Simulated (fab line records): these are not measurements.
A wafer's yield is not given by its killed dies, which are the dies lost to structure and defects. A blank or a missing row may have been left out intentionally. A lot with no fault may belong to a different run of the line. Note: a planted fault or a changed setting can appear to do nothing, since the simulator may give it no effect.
A lot that was struck, set against a sound lot || flow sky130 || 34 steps out of a route of 708
Sound: the wafers L529.2, L529.4, L529.6. Struck: wafer L520.2 (left out: L520.1, L520.5 of the same lot, which were not struck); the cause appears at the end.
Order at every step that has rows: each side's tool, ch and its chambers, its first start. Under that, the readings that differ: sound wafers || struck wafers || difference of the means || sigmas: that difference in standard deviations of wafers without a fault.
alike: a reading whose means differ by less than 2 such deviations, as well as words and numbers matching on both sides. not compared: withheld readings; readings where some wafer has no value; bounds like >300 that might hide an equal value; numbers whose values overlap and for which the record gives no deviation.
A row with sigmas, a row that says differs or no value, or rows on one side alone: a step with any of these is where the two part. Numbers that have no deviation but don't overlap get no sigmas and don't part them. A reading missing from all wafers of one side parts the sides only when that side holds two or more wafers.

first, 9 steps without rows for these wafers: SKY_VIA1_ETCH_14 (etches BARC in N2/H2, stops on SiO2, time 45.9 s, target depth 60 nm); SKY_VIA1_ETCH_15 (etches SiO2 in C4F8/O2/Ar, stops on TiN, target depth 351 nm, time 54 s); SKY_VIA1_STRIP_16 (strips in O2/N2); SKY_VIA1_STRIP_17 (strips in post etch residue remover, time 1200 s); SKY_VIA1_CLEAN_18 (cleans in IPA, time 180 s); SKY_VIA1_CLEAN_19 (cleans in O3/DIW); SKY_VIA1_SPUTTER_20 (material TiN, target thk 20 nm, time 80 s); SKY_VIA1_CVD_21 (deposits W, target thk 270 nm, time 80.902 s); SKY_VIA1_CMP_24 (polishes, stops on SiO2, t overpolish 15 s, target thk 0 nm).
SKY_METAL2_SPUTTER_00: material Ti, target thk 15 nm, time 10 s.
  sound on pvd sputter-03, day 38 20:38; struck on pvd sputter-02, day 35 14:11
  alike: throttle valve pct
then, 23 steps without rows for these wafers: SKY_METAL2_SPUTTER_01 (material TiN, target thk 20 nm, time 16.7 s); SKY_METAL2_SPUTTER_02 (material AlCu, target thk 250 nm, time 13.3 s); SKY_METAL2_SPUTTER_03 (material Ti, target thk 5 nm, time 3.3 s); SKY_METAL2_SPUTTER_04 (material TiN, target thk 70 nm, time 58.3 s); SKY_METAL2_DEHYDRATE_07 (time 60 s); SKY_METAL2_HMDS_08 (prime time 60 s); SKY_METAL2_COAT_09 (resist thk 60 nm); SKY_METAL2_COAT_10 (resist thk 450 nm); SKY_METAL2_SOFTBAKE_11 (time 90 s); SKY_METAL2_EXPOSE_12 (exposes mask MM2, target cd 140 nm); SKY_METAL2_PEB_13; SKY_METAL2_DEVELOP_14 (develop time 60 s); SKY_METAL2_DESCUM_17 (chemistry O2, time 8 s); SKY_METAL2_ETCH_18 (etches BARC in N2/H2, stops on SiO2, time 45.9 s, target depth 60 nm); SKY_METAL2_METAL_ETCH_19 (etches the open film in Cl2/BCl3, stops on SiO2, target depth 360 nm, time 78 s); SKY_METAL2_STRIP_20 (strips in O2/N2); SKY_METAL2_STRIP_21 (strips in post etch residue remover, time 1200 s); SKY_METAL2_CLEAN_22 (cleans in IPA, time 180 s); SKY_METAL2_CLEAN_23 (cleans in O3/DIW); SKY_VIA2_HDPCVD_00 (deposits SiO2, target thk 1180 nm, time 196.7 s); SKY_VIA2_CMP_02 (polishes SiO2); SKY_VIA2_DEHYDRATE_04 (time 60 s); SKY_VIA2_HMDS_05 (prime time 60 s).
-- the record jumps here: 11 days lie between the struck wafers' starts before and after (it left off in module VIA2 and takes up again in module PAD_OPEN, whose first step shown is number 708 of the route) --
SKY_PAD_OPEN_PROBE_99:
  sound on prober-02, day 49 08:56; struck on prober-01, day 46 23:05
{"reading": "killed_at_M0_to_M3", "sound": "40 45 67", "struck": 66, "difference": "+15", "sigmas": "+2"}
{"reading": "killed at other", "sound": "0 0 0", "struck": 2, "difference": "+2", "sigmas": "+4"}
{"reading": "killed on rim", "sound": "12 18 19", "struck": 31, "difference": "+15", "sigmas": "+4"}
{"reading": "sort_bin_3_pad_short (%)", "sound": "1.0 0.8 0.6", "struck": 1.8, "difference": "+1.0", "sigmas": "+2"}
{"reading": "model.etest.tester.sort_bin_3_pct (%)", "sound": "1.016 0.813 0.6098", "struck": 1.829, "difference": "+1.016", "sigmas": ""}
  alike: defect limited yield, killed_at_M4_up, killed at contacts, killed at front end, killed dies, killed open, killed short, sort_bin_5_function, sort_bin_6_memory, sort n pass, sort yield pct
  not compared: model.etest.tester.sort n pass, model.etest.tester.sort yield pct, model.etest.tester.sort_bin_5_pct

## WHERE THEY PART
Only at SKY_PAD_OPEN_PROBE_99, as far as this record shows.

WHY: what the simulator had put in
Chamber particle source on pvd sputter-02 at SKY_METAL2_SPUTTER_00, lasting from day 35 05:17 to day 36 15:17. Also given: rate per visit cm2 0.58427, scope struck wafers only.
